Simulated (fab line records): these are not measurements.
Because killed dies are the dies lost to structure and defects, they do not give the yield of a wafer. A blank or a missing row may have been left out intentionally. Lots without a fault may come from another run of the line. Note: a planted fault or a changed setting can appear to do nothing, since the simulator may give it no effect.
fab line records	flow gf180mcu
record lots=14	wafers=39	last-day=34
route steps=602 shown STI@14 VT_IMPLANT@121 NSD@242 PSD@258
lots untouched by any fault: they come from a run of this same line in which no faults occurred
start-h: hours from the record's first day to the start of the lot's first wafer shown	wait-h: time in hours since the lot's previous step	" identical to the entry in the row above	L1.1+2: a single row standing in for several wafers	- no value present, or no start provided	* or withheld: withheld	< > ~ a bound
route shown NAME@n: a module of which the file shows steps, and the number in the route of the first	usual: mean and standard deviation over wafers with no fault	same: alike in all rows	chamber/n: place in a boat	sites: per-site readings	_std_site: standard deviation of those values	_edge_site: mean of outer sites minus mean of inner sites	radius-mm: for every site, how far away it sits from the centre of the wafer	mask NAME#n: copy n	behind: the tool/chamber that last shaped the wafer	hold: why the lot went on hold/how many hours it stayed there/how the hold came to an end	device: transistor that didn't switch, given as n, p or np	end of line: the route-end tests of the same wafers	a step with no rows: only its recipe	killed: the dies lost at the first sort to structure and to defects; this is not the yield of the wafer	map: shows each die of a wafer: x if killed, . if not, _ if none is there
set.NAME: the setting the step ran with; set.NAME@STEP: the setting that earlier step ran with	model.NAME: the simulator's own value behind a step, which no gauge read
steps of the route over a sample of lots; a table a step, a row a wafer
services: from which hour (start-h, from the record's first day; less than 0 if before it) a tool's chamber was out of use, for how many hours, and why
## steps
# step GF_STI_ETCH_13
# recipe chemistry=CHF3/O2	stop-on=Si	over-etch-frac=0.3	target-depth-a=2823.1	source-w=600	bias-w=200	pressure-mtorr=40	chf3-flow-sccm=50	O2_flow_sccm=5	time-s=112.9
# usual drypump-motor-current-A=5.6/0.44	oes-product-au=0.833/0.0061	over-etch-frac=0.3/0	throttle-valve-pct=8.809/0.0095
lot.wafer	tool	chamber	start-h	wait-h	drypump-motor-current-A	oes-product-au	over-etch-frac	rf-hours-counter-h	throttle-valve-pct
L762.3	rie-diel-02	2	25.99	0.1	5.8	0.839	0.3	133	8.807
L762.4	"	3	"	"	6.0	0.847	0.3	107	8.807
L762.5	"	2	"	"	5.8	0.840	0.3	-	8.813
L763.1	rie-diel-03	3	30.50	0.1	5.9	0.843	0.3	54	8.812
L763.4	"	0	"	"	5.6	0.829	0.3	51	8.813
L763.5	"	0	"	"	5.6	0.842	0.3	-	8.809
L767.1	rie-diel-04	0	52.55	0.1	5.3	0.794	0.38993	11	8.799
L768.2	rie-diel-04	0	56.24	0.1	5.3	0.803	0.38993	11	8.800
L768.5	"	0	"	"	5.3	0.799	0.38993	-	8.805
L771.1	rie-diel-03	2	71.50	0.1	6.0	0.832	0.3	5	8.794
L771.2	"	0	"	"	5.6	0.834	0.3	53	8.810
L771.5	"	0	"	"	5.5	0.829	0.3	-	8.788
L772.3	rie-diel-03	1	76.64	0.1	5.1	0.836	0.3	157	8.800
L772.5	"	3	"	"	5.9	0.840	0.3	-	8.811
L772.6	"	2	"	"	5.9	0.833	0.3	-	8.798
L773.1	rie-diel-02	1	82.84	0.1	6.7	0.841	0.3	4	8.801
L773.2	"	2	"	"	5.8	0.827	0.3	134	8.794
L773.3	"	3	"	"	6.0	0.835	0.3	108	8.816
L774.2	rie-diel-02	1	87.60	0.1	6.6	0.829	0.3	4	8.810
L774.4	"	3	"	"	6.1	0.836	0.3	108	8.813
L774.5	"	2	"	"	5.8	0.835	0.3	-	8.814
L775.1	rie-diel-02	0	92.34	0.1	5.7	0.838	0.3	3	8.807
L775.3	"	3	"	"	6.0	0.836	0.3	109	8.800
L775.6	"	2	"	"	5.8	0.842	0.3	-	8.807
L776.1	rie-diel-02	0	98.09	0.1	5.7	0.825	0.3	3	8.809
L776.3	"	3	"	"	6.0	0.831	0.3	109	8.805
L776.6	"	3	"	"	6.0	0.828	0.3	-	8.815
L780.2	rie-diel-02	0	117.89	0.1	5.7	0.828	0.3	4	8.809
L780.4	"	3	"	"	6.1	0.826	0.3	109	8.814
L780.5	"	3	"	"	6.0	0.836	0.3	-	8.805
L782.2	rie-diel-02	3	128.79	0.1	6.0	0.840	0.3	110	8.807
L782.3	"	1	"	"	6.6	0.843	0.3	5	8.815
L782.4	"	0	"	"	5.8	0.843	0.3	4	8.798
L783.1	rie-diel-02	2	133.09	0.1	5.8	0.823	0.3	136	8.800
L783.4	"	1	"	"	6.7	0.832	0.3	5	8.793
L783.5	"	3	"	"	6.0	0.826	0.3	-	8.808
L784.3	rie-diel-03	3	138.64	0.1	5.9	0.835	0.3	56	8.824
L784.4	"	0	"	"	5.5	0.838	0.3	54	8.825
L784.6	"	3	"	"	5.9	0.840	0.3	-	8.796
# step GF_STI_STRIP_15
# recipe chemistry=O2/N2	power-w=1400	pressure-mtorr=1500	platen-temp-c=250	o2-flow-sccm=3000	n2-flow-sccm=300	overash-fraction=0.5
# usual drypump-motor-current-A=6.08/0.28	heater-power-w=320/26	oes-product-au=0.386/0.0047	strip-time-to-endpoint-s=3.77/0.052
lot.wafer	tool	chamber	start-h	wait-h	drypump-motor-current-A	heater-power-w	oes-product-au	rf-hours-counter-h	strip-time-to-endpoint-s
L762.3	plasma-asher-01	1	26.18	0.1	6.00	347	0.382	-	3.78
L762.4	"	0	"	"	6.44	300	0.387	-	3.78
L762.5	"	1	"	"	6.01	349	0.383	-	3.80
L763.1	plasma-asher-03	1	30.65	0.0	6.04	344	0.392	26	3.75
L763.4	"	0	"	"	6.32	297	0.388	-	3.70
L763.5	"	0	"	"	6.34	304	0.376	-	3.70
L767.1	plasma-asher-02	0	52.70	0.0	5.63	302	0.379	40	3.59
L768.2	plasma-asher-02	0	56.39	0.0	5.64	301	0.374	40	3.64
L768.5	"	0	"	"	5.64	307	0.382	-	3.64
L771.1	plasma-asher-03	0	71.65	0.0	6.29	297	0.390	30	3.76
L771.2	"	1	"	"	6.05	345	0.385	30	3.73
L771.5	"	1	"	"	6.04	348	0.386	-	3.71
L772.3	plasma-asher-03	0	76.83	0.1	6.31	297	0.393	-	3.77
L772.5	"	0	"	"	6.30	298	0.392	-	3.77
L772.6	"	1	"	"	6.04	349	0.380	-	3.77
L773.1	plasma-asher-03	1	82.99	0.0	6.05	350	0.386	31	3.77
L773.2	"	0	"	"	6.28	303	0.388	31	3.84
L773.3	"	0	"	"	6.33	295	0.389	-	3.73
L774.2	plasma-asher-01	0	87.75	0.0	6.42	299	0.380	40	3.74
L774.4	"	1	"	"	5.98	362	0.391	-	3.75
L774.5	"	1	"	"	6.04	367	0.388	-	3.84
L775.1	plasma-asher-01	1	92.49	0.0	6.04	360	0.379	41	3.73
L775.3	"	1	"	"	6.03	356	0.389	-	3.74
L775.6	"	0	"	"	6.39	298	0.388	-	3.83
L776.1	plasma-asher-01	0	98.24	0.0	6.41	296	0.376	41	3.64
L776.3	"	0	"	"	6.42	304	0.390	-	3.73
L776.6	"	0	"	"	6.42	291	0.383	-	3.80
L780.2	plasma-asher-01	0	118.04	0.0	6.43	296	0.385	0	3.72
L780.4	"	1	"	"	5.99	350	0.387	-	3.78
L780.5	"	1	"	"	6.01	337	0.388	-	3.83
L782.2	plasma-asher-01	0	128.94	0.0	6.40	291	0.384	2	3.83
L782.3	"	1	"	"	6.00	348	0.391	-	3.74
L782.4	"	0	"	"	6.44	292	0.384	-	3.74
L783.1	plasma-asher-03	0	133.24	0.0	6.33	299	0.382	36	3.85
L783.4	"	1	"	"	6.09	344	0.374	-	3.68
L783.5	"	1	"	"	6.08	342	0.379	-	3.71
L784.3	plasma-asher-01	1	138.82	0.1	6.03	350	0.379	-	3.75
L784.4	"	0	"	"	6.41	291	0.396	-	3.75
L784.6	"	0	"	"	6.43	293	0.387	-	3.79
# step GF_VT_IMPLANT_STRIP_31
# recipe chemistry=O2/N2	power-w=1400	pressure-mtorr=1500	platen-temp-c=250	o2-flow-sccm=3000	n2-flow-sccm=300	overash-fraction=0.5
# usual drypump-motor-current-A=5.7/0.4	heater-power-w=314/17	oes-product-au=0.716/0.0045	strip-time-to-endpoint-s=12.65/0.035
lot.wafer	tool	chamber	start-h	wait-h	drypump-motor-current-A	heater-power-w	oes-product-au	rf-hours-counter-h	strip-time-to-endpoint-s
L762.3	plasma-asher-01	0	139.45	0.1	6.4	291	0.706	-	12.62
L762.4	"	1	"	"	6.0	348	0.708	-	12.62
L762.5	"	0	"	"	6.4	297	0.711	-	12.59
L763.1	plasma-asher-04	0	148.30	0.1	5.6	304	0.718	52	12.60
L763.4	"	1	"	"	5.0	335	0.718	-	12.61
L763.5	"	1	"	"	5.0	319	0.711	-	12.62
L767.1	plasma-asher-02	1	172.97	0.1	5.6	315	0.720	49	12.68
L768.2	plasma-asher-01	0	180.20	0.1	6.4	289	0.713	8	12.67
L768.5	"	0	"	"	6.4	290	0.714	-	12.66
L771.1	plasma-asher-04	0	198.10	0.1	5.6	311	0.720	57	12.69
L771.2	"	1	"	"	5.1	325	0.725	57	12.68
L771.5	"	0	"	"	5.6	310	0.716	-	12.66
L772.3	plasma-asher-02	1	208.30	0.1	5.6	311	0.717	-	12.73
L772.5	"	0	"	"	5.6	311	0.712	-	12.71
L772.6	"	1	"	"	5.6	310	0.712	-	12.73
L773.1	plasma-asher-01	0	212.86	0.1	6.4	290	0.705	11	12.60
L773.2	"	1	"	"	6.0	356	0.713	11	12.63
L773.3	"	0	"	"	6.4	287	0.711	-	12.62
L774.2	plasma-asher-04	0	219.51	0.1	5.6	309	0.713	59	12.65
L774.4	"	0	"	"	5.6	307	0.714	-	12.66
L774.5	"	1	"	"	5.0	327	0.718	-	12.68
L775.1	plasma-asher-04	0	224.76	0.1	5.6	310	0.719	60	12.70
L775.3	"	1	"	"	5.1	324	0.718	-	12.66
L775.6	"	0	"	"	5.6	306	0.718	-	12.69
L776.1	plasma-asher-01	0	231.80	0.1	6.4	295	0.712	13	12.64
L776.3	"	1	"	"	6.0	346	0.709	-	12.64
L776.6	"	0	"	"	6.4	283	0.716	-	12.63
L780.2	plasma-asher-02	1	259.70	0.1	5.6	311	0.718	58	12.62
L780.4	"	0	"	"	5.6	306	0.718	-	12.60
L780.5	"	0	"	"	5.6	307	0.714	-	12.61
L782.2	plasma-asher-04	0	270.91	0.1	5.6	310	0.712	65	12.64
L782.3	"	0	"	"	5.6	308	0.716	-	12.62
L782.4	"	1	"	"	5.0	325	0.709	-	12.64
L783.1	plasma-asher-04	0	275.61	0.1	5.6	314	0.708	65	12.60
L783.4	"	0	"	"	5.6	306	0.717	-	12.58
L783.5	"	1	"	"	5.1	332	0.721	-	12.59
L784.3	plasma-asher-01	1	286.88	0.1	6.0	346	0.715	-	12.66
L784.4	"	0	"	"	6.4	289	0.726	-	12.65
L784.6	"	0	"	"	6.4	291	0.708	-	12.64
# step GF_NSD_CD_MEAS_07
# recipe target-cd-nm=400
# usual cd-nm=399.6/2
lot.wafer	tool	chamber	start-h	wait-h	cd-nm
L762.3	cd-sem-01	-	294.72	0.1	401.1
L762.4	"	-	"	"	401.9
L762.5	"	-	"	"	399.7
L763.1	cd-sem-01	-	304.93	0.1	397.6
L763.4	"	-	"	"	396.2
L763.5	"	-	"	"	396.1
L767.1	cd-sem-02	-	336.82	0.1	397.9
L768.2	cd-sem-01	-	344.55	0.1	399.9
L768.5	"	-	"	"	401.3
L771.1	cd-sem-01	-	366.46	0.1	397.2
L771.2	"	-	"	"	397.2
L771.5	"	-	"	"	398.9
L772.3	cd-sem-01	-	380.45	0.1	399.6
L772.5	"	-	"	"	398.5
L772.6	"	-	"	"	398.1
L773.1	cd-sem-02	-	385.76	0.1	400.7
L773.2	"	-	"	"	399.6
L773.3	"	-	"	"	400.6
L774.2	cd-sem-01	-	394.65	0.1	396.1
L774.4	"	-	"	"	397.2
L774.5	"	-	"	"	395.6
L775.1	cd-sem-01	-	403.72	0.1	399.7
L775.3	"	-	"	"	401.1
L775.6	"	-	"	"	401.2
L776.1	cd-sem-01	-	411.96	0.1	401.1
L776.3	"	-	"	"	402.8
L776.6	"	-	"	"	402.2
L780.2	cd-sem-01	-	445.38	0.1	402.7
L780.4	"	-	"	"	401.1
L780.5	"	-	"	"	402.3
L782.2	cd-sem-02	-	460.24	0.1	397.2
L782.3	"	-	"	"	398.9
L782.4	"	-	"	"	397.9
L783.1	cd-sem-01	-	466.76	0.1	399.8
L783.4	"	-	"	"	401.4
L783.5	"	-	"	"	401.6
L784.3	cd-sem-01	-	480.31	0.1	397.9
L784.4	"	-	"	"	399.7
L784.6	"	-	"	"	399.9
# step GF_PSD_STRIP_10
# recipe chemistry=O2/N2	power-w=1400	pressure-mtorr=1500	platen-temp-c=250	o2-flow-sccm=3000	n2-flow-sccm=300	overash-fraction=0.5
# usual drypump-motor-current-A=5.6/0.38	heater-power-w=317/16	oes-product-au=0.591/0.0053	strip-time-to-endpoint-s=16.53/0.033
lot.wafer	tool	chamber	start-h	wait-h	drypump-motor-current-A	heater-power-w	oes-product-au	rf-hours-counter-h	strip-time-to-endpoint-s
L762.3	plasma-asher-03	1	315.91	0.1	6.0	352	0.593	-	16.51
L762.4	"	0	"	"	6.3	298	0.600	-	16.47
L762.5	"	0	"	"	6.3	291	0.586	-	16.51
L763.1	plasma-asher-04	1	326.22	0.1	5.0	333	0.590	70	16.54
L763.4	"	0	"	"	5.6	316	0.594	-	16.53
L763.5	"	1	"	"	5.1	334	0.592	-	16.58
L767.1	plasma-asher-04	0	359.02	0.1	5.6	309	0.584	73	16.53
L768.2	plasma-asher-02	0	367.58	0.1	5.6	306	0.597	69	16.54
L768.5	"	1	"	"	5.6	315	0.597	-	16.54
L771.1	plasma-asher-04	1	388.73	0.1	5.1	327	0.585	76	16.54
L771.2	"	0	"	"	5.6	314	0.593	76	16.54
L771.5	"	1	"	"	5.1	329	0.601	-	16.55
L772.3	plasma-asher-03	1	404.25	0.1	6.1	350	0.589	-	16.57
L772.5	"	0	"	"	6.3	291	0.591	-	16.58
L772.6	"	1	"	"	6.1	351	0.578	-	16.58
L773.1	plasma-asher-02	1	409.53	0.1	5.6	312	0.593	73	16.52
L773.2	"	0	"	"	5.6	310	0.598	73	16.48
L773.3	"	0	"	"	5.6	303	0.585	-	16.47
L774.2	plasma-asher-03	0	418.57	0.1	6.3	289	0.589	65	16.57
L774.4	"	0	"	"	6.3	296	0.588	-	16.55
L774.5	"	0	"	"	6.3	298	0.593	-	16.60
L775.1	plasma-asher-02	0	428.32	0.1	5.6	303	0.590	75	16.56
L775.3	"	0	"	"	5.6	308	0.595	-	16.53
L775.6	"	1	"	"	5.6	306	0.585	-	16.56
L776.1	plasma-asher-04	1	436.77	0.1	5.0	329	0.599	1	16.54
L776.3	"	1	"	"	5.0	324	0.593	-	16.49
L776.6	"	0	"	"	5.6	325	0.596	-	16.54
L780.2	plasma-asher-04	1	470.57	0.1	5.1	325	0.584	4	16.51
L780.4	"	0	"	"	5.6	330	0.599	-	16.57
L780.5	"	0	"	"	5.6	337	0.575	-	16.48
L782.2	plasma-asher-02	1	485.17	0.1	5.6	307	0.585	81	16.54
L782.3	"	1	"	"	5.6	314	0.596	-	16.52
L782.4	"	0	"	"	5.6	302	0.588	-	16.50
L783.1	plasma-asher-02	0	491.57	0.1	5.6	306	0.591	81	16.47
L783.4	"	1	"	"	5.6	312	0.602	-	16.52
L783.5	"	0	"	"	5.6	307	0.589	-	16.49
L784.3	plasma-asher-03	1	504.95	0.1	6.1	353	0.601	-	16.55
L784.4	"	0	"	"	6.3	292	0.588	-	16.52
L784.6	"	0	"	"	6.3	302	0.590	-	16.52
## services
tool	chamber	start-h	hours	kind
plasma-asher-01	-	11.71	1.7	repair
rie-diel-02	-	21.56	0.1	repair
plasma-asher-02	-	78.22	2.8	pm
plasma-asher-01	-	108.75	9.0	pm
plasma-asher-02	-	122.41	12.1	repair
plasma-asher-02	-	134.46	12.2	pm
rie-diel-03	2	143.87	3.7	repair
rie-diel-02	1	143.95	1.7	repair
rie-diel-03	2	151.41	4.6	repair
rie-diel-02	0	158.62	5.7	repair
rie-diel-03	3	189.04	3.9	repair
plasma-asher-03	-	197.16	1.6	repair
plasma-asher-04	-	337.90	2.8	pm
rie-diel-03	2	351.00	6.6	repair
rie-diel-02	-	358.49	2.8	pm
rie-diel-02	2	415.77	12.6	repair
plasma-asher-04	-	421.30	9.0	pm
plasma-asher-01	-	424.66	1.9	repair
rie-diel-03	2	430.26	5.7	repair
plasma-asher-03	-	475.67	7.3	repair
plasma-asher-03	-	483.94	6.2	repair
plasma-asher-03	-	487.10	3.1	repair
plasma-asher-03	-	502.02	1.8	repair
rie-diel-02	3	503.04	10.5	repair
## key
first-sign step=GF_STI_ETCH_13	reading=over-etch-frac	direction=up	sigmas=99+	usual=0.3	struck=0.38993
effect step=GF_STI_ETCH_13	reading=oes-product-au	direction=down	sigmas=5.7	usual=0.833	struck=0.799
effect step=GF_STI_STRIP_15	reading=strip-time-to-endpoint-s	direction=down	sigmas=2.7	usual=*	struck=*
met-at GF_STI_ETCH_13
struck-lots L767,L768
struck-wafers L767.1,L768.2,L768.5
rows-end L768.2,L768.5
sort-left-out L767.1
tester-left-out L767
not-acting-at GF_VT_IMPLANT_STRIP_31,GF_NSD_CD_MEAS_07,GF_PSD_STRIP_10
fault kind=process-parameter-drift	tool=rie-diel-04	chamber=0	onset-h=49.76	steps=GF_STI_ETCH_13	channel=over-etch-frac	offset=0.089926	shape=step	end-h=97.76	stated=0.3
# tester-left-out: of these lots the tester's yield and bins aren't shown, on N5 and GAA mostly nor the transistor test; their killed dies are dies lost to structure and defects alone, not to doping, threshold or leakage, so they don't give the yield
# sort-left-out: the simulated sort isn't trusted on such a fault, so these wafers' sort isn't shown, and their yield isn't known
# rows-end: these wafers met a further fault down the route, and their rows from its step on are left out
